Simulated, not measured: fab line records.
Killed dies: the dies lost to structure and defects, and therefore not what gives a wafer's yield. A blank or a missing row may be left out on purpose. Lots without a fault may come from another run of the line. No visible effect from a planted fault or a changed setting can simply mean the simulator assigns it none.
A lot that was struck, set against a sound lot | flow sky130 | 15 out of 708 route steps
Sound: wafers L214.1, L214.5, L214.6. Wafers L228.2, L228.3, L228.4 were the ones struck. The cause is given at the end.
Each step with rows lists, per side, the tool, then ch with its chambers, then its first start. Under that, the readings that differ: sound wafers | struck wafers | difference of the means | sigmas: that difference in standard deviations of wafers without a fault.
alike: a reading whose means differ by less than 2 such deviations, as well as words and numbers matching on both sides. not compared: withheld readings; readings where some wafer has no value; bounds like >300 that might hide an equal value; numbers whose values overlap and for which the record gives no deviation.
Wherever a step has rows on one side only, a row that says differs or no value, or a row with sigmas, the two part there. Non-overlapping numbers with no deviation appear without sigmas and do not part them. A reading that every wafer of one side lacks parts them only if that side has two wafers or more.

first, 2 steps without rows for these wafers: SKY_POLY_GATE_CLEAN_19 (cleans in SC1/SC2, time 150 s); SKY_POLY_GATE_OXIDATION_20 (stabilise 600 s, purge 300 s, target thk 4 nm).
SKY_POLY_GATE_THK_MEAS_21:
  sound on film metro-02, day 18 12:16; struck on film metro-01, day 23 03:16
  alike: POLY_GATE_OXIDATION_THK
SKY_POLY_GATE_CD_MEAS_22:
  sound on cd sem-02, day 18 12:19; struck on cd sem-01, day 23 03:20
  alike: cd nm
then, 7 steps without rows for these wafers: SKY_LDD_N_DEHYDRATE_00 (time 60 s); SKY_LDD_N_HMDS_01 (prime time 60 s); SKY_LDD_N_COAT_02 (resist thk 300 nm); SKY_LDD_N_SOFTBAKE_03 (time 60 s); SKY_LDD_N_EXPOSE_04 (exposes mask NTM, target cd 840 nm); SKY_LDD_N_PEB_05; SKY_LDD_N_DEVELOP_06 (develop time 60 s).
SKY_LDD_N_OVL_MEAS_07:
  sound on overlay-02, day 19 19:56; struck on overlay-01, day 24 09:28
  alike: LDD_N_OVL
SKY_LDD_N_IMPLANT_08:
  sound on implanter-02 ch 0, day 19 19:58; struck on implanter-04 ch 0, day 24 09:31
  reading            | sound                        | struck                       | difference | sigmas
  dose ions cm2      | 7.496e+13 7.506e+13 7.52e+13 | 6.578e+13 6.59e+13 6.573e+13 | -9.270e+12 | -99 or more
  faraday current uA | 402 430 426                  | 369 379 378                  | -44        | -5
after that, 1 step had no rows for these wafers: SKY_LDD_N_IMPLANT_09.
-- a jump in the record: the struck wafers' starts before and after are 26 days apart (it breaks off in module LDD_N and resumes in module PAD_OPEN, where the first step shown is number 708 of the route) --
SKY_PAD_OPEN_PROBE_99:
  sound on prober-02, day 47 06:37; struck on prober-01, day 50 02:26
  reading                     | sound             | struck            | difference | sigmas
  killed short                | 42 50 55          | 29 33 36          | -16        | -2
  model.etest.tip n.rs ohm sq | 439.6 437.6 439.8 | 452.6 449.4 453.9 | +13.0      |
  alike: killed_at_M0_to_M3, killed_at_M4_up, killed at contacts, killed at front end, killed at other, killed dies, killed open

WHERE THEY PART
At SKY_LDD_N_IMPLANT_08 first; at SKY_PAD_OPEN_PROBE_99 last (within this record only).

WHY: whatever the simulator had introduced
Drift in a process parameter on implanter-04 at SKY_LDD_N_IMPLANT_08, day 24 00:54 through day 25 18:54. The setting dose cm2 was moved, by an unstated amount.
